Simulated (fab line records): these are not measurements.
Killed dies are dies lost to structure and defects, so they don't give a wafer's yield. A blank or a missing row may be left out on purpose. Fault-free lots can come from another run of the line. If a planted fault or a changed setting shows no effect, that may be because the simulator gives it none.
Problem report, 8D (eight disciplines) form, completed by code    flow gf180mcu    the parts of the form that need people (team, actions taken, sign-off) are left out

1. WHAT WENT WRONG
Wafers free of any fault read 42.2 nm (standard deviation 0.5) for MIM_CVD_05_THK at GF_MIM_THK_MEAS_06, against a mean of 46.1 nm on 3 wafers of 3 lots. Relative to the usual mean, that is a shift of +7.8 standard deviations.
The first sign was on wafer L889.1 at day 27 15:12, on filmMetro-03. Wafers with a number at this step in the record: 35, from 12 lots. The rule behind "out" and "out of limits": a value lying over 4 standard deviations away from the usual mean. All remaining wafers that have a number are taken as sound.

2. WHAT IT IS, AND WHAT IT ISN'T
question                     is                          is not
which readings at this step  MIM_CVD_05_THK              -
which lots                   L889, L893, L894            L880, L881, L882, L883, L884, L895, L898, L899, L902
which wafers of those lots   L889.1, L893.1, L894.1      L889.5, L893.2, L893.4, L894.5, L894.6
read on which gauges         filmMetro-03, filmMetro-04  filmMetro-01
when                         from day 27 15:12           up to then (16 sound wafers); but 16 sound wafers of L893, L894, L895, L898, L899, L902 came after

3. WHAT RULES OUT EACH SUSPECT
Counting: if a tool at a process step up to the reading ran every lot that is out, it stays a suspect. Sound lots after the first of them don't rule it out here, since some wafers of a struck lot are sound.
- the gauge at GF_MIM_THK_MEAS_06: ruled out. 2 gauges (filmMetro-03, filmMetro-04) read the wafers that are out.
- pecvd-04 at GF_MIM_CVD_05 (deposits Si3N4, target thk 42 nm, time 29.086 s): kept. It processed each lot that is out (first: L889, day 27 15:10); up to then, its last sound lot is L884 (day 25 14:44).
Left after counting: pecvd-04 at GF_MIM_CVD_05.

4. THE CAUSE (what the simulator had put in)
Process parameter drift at GF_MIM_CVD_05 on pecvd-04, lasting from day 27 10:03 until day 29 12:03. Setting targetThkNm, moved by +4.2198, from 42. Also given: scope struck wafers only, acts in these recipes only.
The count eliminated every tool but this one.

5. SEQUENCE OF EFFECTS, ordered by route
One row per reading whose mean, taken over the struck wafers that have a number, lies over 3 standard deviations from the usual. Readings are gone through only where the record gives a usual standard deviation; hours: the median, over the lots, of the time from a lot's start at the first step in this table giving one to that lot's start at this step; sigmas: the change measured in usual standard deviations.
hours  step                reading         usual    on struck wafers  change  sigmas
0      GF_MIM_THK_MEAS_06  MIM_CVD_05_THK  42.2 nm  46.1              +3.9    +7.8
At these later measuring or inspecting steps, every struck wafer for which the step has a row has a number for every such reading, and none has moved that far: GF_MIM_RS_MEAS_10.

6. HOW IT WOULD HAVE BEEN CAUGHT EARLIER
5 hours passed between the start of the fault at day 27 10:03 and the first reading out of limits at a measuring or inspecting step in this record, taken at day 27 15:12.
No tool reading at GF_MIM_CVD_05 that has a usual standard deviation in the record was out on any struck wafer, so an alarm limit of 4 standard deviations on those readings would not have fired.
Among the 3 lots that are out, L893, L894 began GF_MIM_CVD_05 on pecvd-04 after day 27 15:12. A hold on the tool at that time would have spared those 2.
